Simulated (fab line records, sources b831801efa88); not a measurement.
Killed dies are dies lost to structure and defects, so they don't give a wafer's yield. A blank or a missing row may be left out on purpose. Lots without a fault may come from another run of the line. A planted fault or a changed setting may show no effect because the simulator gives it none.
fab line records | flow sky130
record lots=13 wafers=39 last_day=50
route steps=708 shown VT_ADJUST_HVTR@138 VT_ADJUST_PCH@152 LDD_N@247 LDD_HVN@274
lots that met no fault: from a run of the same line without faults
start_h: hours from the record's first day to the start of the lot's first wafer shown | wait_h: hours since the lot's step before | " the same as in the row above | L1.1+2: a row that stands for several wafers | - no value, or no start given | * or withheld: withheld | < > ~ a bound
route shown NAME@n: a module of which the file shows steps, and the number in the route of the first | usual: mean/standard deviation of fault-free wafers | same: alike in all rows | chamber/n: place in a boat | sites: the reading at each site | _std_site: their standard deviation | _edge_site: outer sites' mean less inner sites' | radius_mm: how far each site lies from the wafer's centre | mask NAME#n: copy n | behind: the tool/chamber that last shaped the wafer | hold: why the lot was held/for how many hours/how that ended | device: the transistor (n, p or np) that didn't switch | end of line: the same wafers' tests at the end of the route | a step without rows: its recipe alone | killed: dies lost to structure and defects at the first sort, not the wafer's yield | map: a wafer's dies, x killed, . not, _ none there
set.NAME: the setting as run; set.NAME@STEP: as run at that earlier step | model.NAME: the simulator's own value behind a step, which no gauge read
steps of the route over a sample of lots; a table a step, a row a wafer
services: from which hour (start_h, from the record's first day; less than 0 if before it) a tool's chamber was out of use, for how many hours, and why
## steps
# step SKY_VT_ADJUST_HVTR_CD_MEAS_07
# recipe target_cd_nm=380
# usual cd_nm=379.5/2.3
# columns lot.wafer tool chamber start_h wait_h cd_nm
L647.1 cd_sem-01 - 210.65 0.1 378.9
L647.2 " - " " 377.8
L647.3 " - " " 379.2
L648.1 cd_sem-02 - 213.80 0.1 379.5
L648.4 " - " " 381.5
L648.5 " - " " 383.0
L649.4 cd_sem-02 - 218.91 0.1 379.8
L649.5 " - " " 377.8
L649.6 " - " " 379.3
L651.3 cd_sem-02 - 234.04 0.1 380.1
L651.5 " - " " 380.2
L651.6 " - " " 381.9
L652.1 cd_sem-01 - 243.50 0.1 381.7
L652.3 " - " " 381.7
L652.4 " - " " 382.6
L654.3 cd_sem-01 - 261.69 0.1 380.9
L654.5 " - " " 379.4
L654.6 " - " " 381.8
L656.1 cd_sem-01 - 269.85 0.1 385.0
L656.2 " - " " 381.3
L656.4 " - " " 383.7
L659.1 cd_sem-01 - 294.05 0.1 377.9
L659.3 " - " " 379.8
L659.6 " - " " 380.6
L660.1 cd_sem-02 - 302.00 0.1 379.1
L660.4 " - " " 378.2
L660.5 " - " " 376.7
L662.4 cd_sem-01 - 313.01 0.1 381.5
L662.5 " - " " 377.4
L662.6 " - " " 380.3
L663.1 cd_sem-02 - 322.95 0.1 377.7
L663.3 " - " " 377.4
L663.6 " - " " 381.2
L665.1 cd_sem-02 - 338.04 0.2 378.7
L665.2 " - " " 378.8
L665.6 " - " " 379.9
L670.2 cd_sem-02 - 375.18 0.1 380.3
L670.4 " - " " 380.8
L670.6 " - " " 379.7
# step SKY_VT_ADJUST_PCH_STRIP_09
# recipe chemistry=O2/N2 power_w=1400 pressure_mtorr=1500 platen_temp_c=withheld o2_flow_sccm=3000 n2_flow_sccm=300 overash_fraction=0.5
# usual drypump_motor_current_A=5.87/0.1 n2_flow_sccm=299.9/0.78 oes_product_au=0.723/0.0048 strip_time_to_endpoint_s=36.98/0.11
# columns lot.wafer tool chamber start_h wait_h drypump_motor_current_A n2_flow_sccm oes_product_au rf_hours_counter_h strip_time_to_endpoint_s
L647.1 plasma_asher-01 1 233.56 0.1 5.81 300.2 0.718 10 36.96
L647.2 " 0 " " 5.90 299.4 0.720 10 36.97
L647.3 " 1 " " 5.81 300.3 0.730 - 36.85
L648.1 plasma_asher-02 1 237.16 0.1 5.69 301.2 0.726 39 37.18
L648.4 " 0 " " 6.04 300.7 0.720 - 36.96
L648.5 " 0 " " 6.03 301.5 0.726 - 37.03
L649.4 plasma_asher-02 0 241.99 0.1 6.00 299.6 0.724 - 37.04
L649.5 " 0 " " 6.07 300.2 0.723 - 36.97
L649.6 " 1 " " 5.71 300.9 0.725 - 37.05
L651.3 plasma_asher-01 1 258.57 0.1 5.82 300.7 0.723 - 36.97
L651.5 " 1 " " 5.82 300.5 0.722 - 37.02
L651.6 " 0 " " 5.87 300.3 0.725 - 36.91
L652.1 plasma_asher-02 1 268.16 0.1 5.70 301.4 0.723 41 37.16
L652.3 " 0 " " 6.08 300.9 0.722 - 37.05
L652.4 " 1 " " 5.71 300.0 0.726 - 37.05
L654.3 plasma_asher-01 1 287.58 0.1 5.80 299.8 0.724 - 36.99
L654.5 " 0 " " 5.84 298.7 0.716 - 37.01
L654.6 " 1 " " 5.79 299.8 0.717 - 36.86
L656.1 plasma_asher-01 0 295.59 0.1 5.89 300.5 0.721 16 36.97
L656.2 " 1 " " 5.78 299.0 0.730 16 37.01
L656.4 " 0 " " 5.88 300.2 0.723 - 36.94
L659.1 plasma_asher-01 1 320.34 0.1 5.78 299.8 0.722 19 37.01
L659.3 " 0 " " 5.89 300.0 0.711 - 37.02
L659.6 " 0 " " 5.88 299.7 0.719 - 37.14
L660.1 plasma_asher-01 1 328.41 0.1 5.81 299.8 0.721 19 36.91
L660.4 " 1 " " 5.78 300.1 0.734 - 36.94
L660.5 " 0 " " 5.87 299.6 0.725 - 36.96
L662.4 plasma_asher-02 1 339.83 0.1 5.69 299.5 0.728 - 37.07
L662.5 " 1 " " 5.70 299.2 0.720 - 36.96
L662.6 " 0 " " 6.04 298.6 0.727 - 36.99
L663.1 plasma_asher-01 0 350.19 0.1 5.88 299.2 0.730 22 36.90
L663.3 " 0 " " 5.86 298.9 0.723 - 36.87
L663.6 " 0 " " 5.88 299.3 0.732 - 36.99
L665.1 plasma_asher-02 0 365.16 0.1 6.07 300.3 0.720 51 37.04
L665.2 " 1 " " 5.69 301.3 0.722 51 36.93
L665.6 " 1 " " 5.71 300.8 0.718 - 36.90
L670.2 plasma_asher-03 0 404.76 0.1 5.95 300.7 0.721 72 36.95
L670.4 " 0 " " 5.98 300.4 0.724 - 36.86
L670.6 " 1 " " 5.86 297.8 0.721 - 36.96
# step SKY_LDD_N_IMPLANT_10
# recipe species=As energy_kev=20 dose_cm2=7.5e+13 tilt_deg=withheld rotation_deg=203
# usual beam_energy_keV=20.000/0.0057 rotation_deg=203.00/0.037
# columns lot.wafer tool chamber start_h wait_h beam_energy_keV rotation_deg
L647.1 implanter-04 0 413.78 0.1 20.000 203.02
L647.2 " 0 " " 20.013 202.99
L647.3 " 0 " " 20.007 202.98
L648.1 implanter-02 0 413.91 0.1 20.005 203.00
L648.4 " 0 " " 20.002 203.06
L648.5 " 0 " " 20.000 203.00
L649.4 implanter-02 0 420.13 0.1 19.996 202.98
L649.5 " 0 " " 19.993 202.98
L649.6 " 0 " " 19.991 203.06
L651.3 implanter-02 0 441.78 0.1 19.997 203.03
L651.5 " 0 " " 19.995 203.02
L651.6 " 0 " " 19.999 203.06
L652.1 implanter-01 0 454.43 0.1 19.993 202.99
L652.3 " 0 " " 20.004 203.02
L652.4 " 0 " " 19.991 203.00
L654.3 implanter-01 0 474.48 0.1 19.994 203.01
L654.5 " 0 " " 19.994 203.06
L654.6 " 0 " " 20.005 202.98
L656.1 implanter-02 0 483.73 0.1 19.996 203.04
L656.2 " 0 " " 20.003 203.09
L656.4 " 0 " " 19.993 203.02
L659.1 implanter-01 0 518.03 0.1 20.003 202.98
L659.3 " 0 " " 20.005 202.96
L659.6 " 0 " " 20.006 202.97
L660.1 implanter-01 0 526.21 0.1 19.997 202.96
L660.4 " 0 " " 20.002 203.01
L660.5 " 0 " " 19.992 202.96
L662.4 implanter-01 0 538.68 0.1 18.156 202.95
L662.5 " 0 " " 18.152 202.96
L662.6 " 0 " " 18.149 203.01
L663.1 implanter-02 0 546.83 0.1 20.002 202.97
L663.3 " 0 " " 19.995 203.06
L663.6 " 0 " " 20.000 203.00
L665.1 implanter-01 0 568.26 0.1 18.154 203.00
L665.2 " 0 " " 18.147 203.01
L665.6 " 0 " " 18.149 203.02
L670.2 implanter-02 0 602.93 0.1 19.990 203.02
L670.4 " 0 " " 19.995 202.98
L670.6 " 0 " " 19.990 203.03
# step SKY_LDD_HVN_OVL_MEAS_07
# usual LDD_HVN_OVL=0.4/1.4
# columns lot.wafer tool chamber start_h wait_h LDD_HVN_OVL[nm]
L647.1 overlay-02 - 474.81 0.1 -0.7
L647.2 " - " " 1.4
L647.3 " - " " 0.1
L648.1 overlay-02 - 475.20 0.1 1.6
L648.4 " - " " 0.0
L648.5 " - " " 1.6
L649.4 overlay-01 - 481.82 0.1 0.1
L649.5 " - " " -0.6
L649.6 " - " " 2.6
L651.3 overlay-01 - 504.51 0.1 0.6
L651.5 " - " " 2.8
L651.6 " - " " 2.3
L652.1 overlay-02 - 516.22 0.1 0.3
L652.3 " - " " -1.4
L652.4 " - " " -1.8
L654.3 overlay-01 - 536.67 0.1 3.0
L654.5 " - " " 1.5
L654.6 " - " " 3.5
L656.1 overlay-01 - 545.85 0.1 1.2
L656.2 " - " " 1.4
L656.4 " - " " 0.7
L659.1 overlay-02 - 578.50 0.1 1.6
L659.3 " - " " 0.7
L659.6 " - " " 1.5
L660.1 overlay-01 - 587.25 0.1 1.4
L660.4 " - " " -0.7
L660.5 " - " " -1.5
L662.4 overlay-02 - 599.27 0.1 1.4
L662.5 " - " " -1.0
L662.6 " - " " 0.4
L663.1 overlay-02 - 608.80 0.1 0.9
L663.3 " - " " -1.2
L663.6 " - " " 0.5
L665.1 overlay-02 - 627.71 0.1 0.0
L665.2 " - " " 0.7
L665.6 " - " " 0.4
L670.2 overlay-02 - 660.45 0.1 -0.2
L670.4 " - " " -0.6
L670.6 " - " " 1.2
## services
# columns tool chamber start_h hours kind
plasma_asher-02 - 248.44 1.8 repair
plasma_asher-02 - 248.92 3.6 repair
implanter-02 - 265.85 18.6 repair
plasma_asher-02 - 292.92 0.7 repair
implanter-01 - 313.37 5.2 repair
implanter-02 - 314.17 0.5 repair
implanter-02 - 318.46 2.1 repair
plasma_asher-01 - 325.24 2.8 repair
plasma_asher-01 - 341.39 0.8 repair
implanter-02 - 346.43 6.3 repair
plasma_asher-02 - 379.23 2.2 repair
plasma_asher-01 - 383.35 2.2 repair
implanter-02 - 385.43 5.3 pm
implanter-01 - 418.16 6.7 repair
plasma_asher-02 - 418.67 15.6 pm
implanter-02 - 459.08 4.2 pm
implanter-02 - 470.16 1.2 repair
implanter-01 - 493.97 1.6 repair
plasma_asher-01 - 542.74 1.5 repair
implanter-02 - 552.35 4.2 repair
plasma_asher-02 - 585.15 2.8 pm
implanter-01 - 586.31 3.4 pm
implanter-02 - 586.41 3.4 repair
plasma_asher-02 - 599.15 7.2 repair
## key
first_sign step=SKY_LDD_N_IMPLANT_10 reading=beam_energy_keV direction=down sigmas=99+ usual=* struck=*
effect none on later readings
met_at SKY_LDD_N_IMPLANT_10
struck_lots L662,L665
tester_left_out L662,L665
not_acting_at SKY_VT_ADJUST_HVTR_CD_MEAS_07,SKY_VT_ADJUST_PCH_STRIP_09,SKY_LDD_HVN_OVL_MEAS_07
onset_between 526.21 538.68
fault kind=process_parameter_drift tool=implanter-01 chamber=- onset_h=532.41 steps=SKY_LDD_N_IMPLANT_10 channel=energy_kev offset=* shape=step end_h=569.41 acts_in=* stated=*
# tester_left_out: of these lots the tester's yield and bins aren't shown, on N5 and GAA mostly nor the transistor test; their killed dies are dies lost to structure and defects alone, not to doping, threshold or leakage, so they don't give the yield
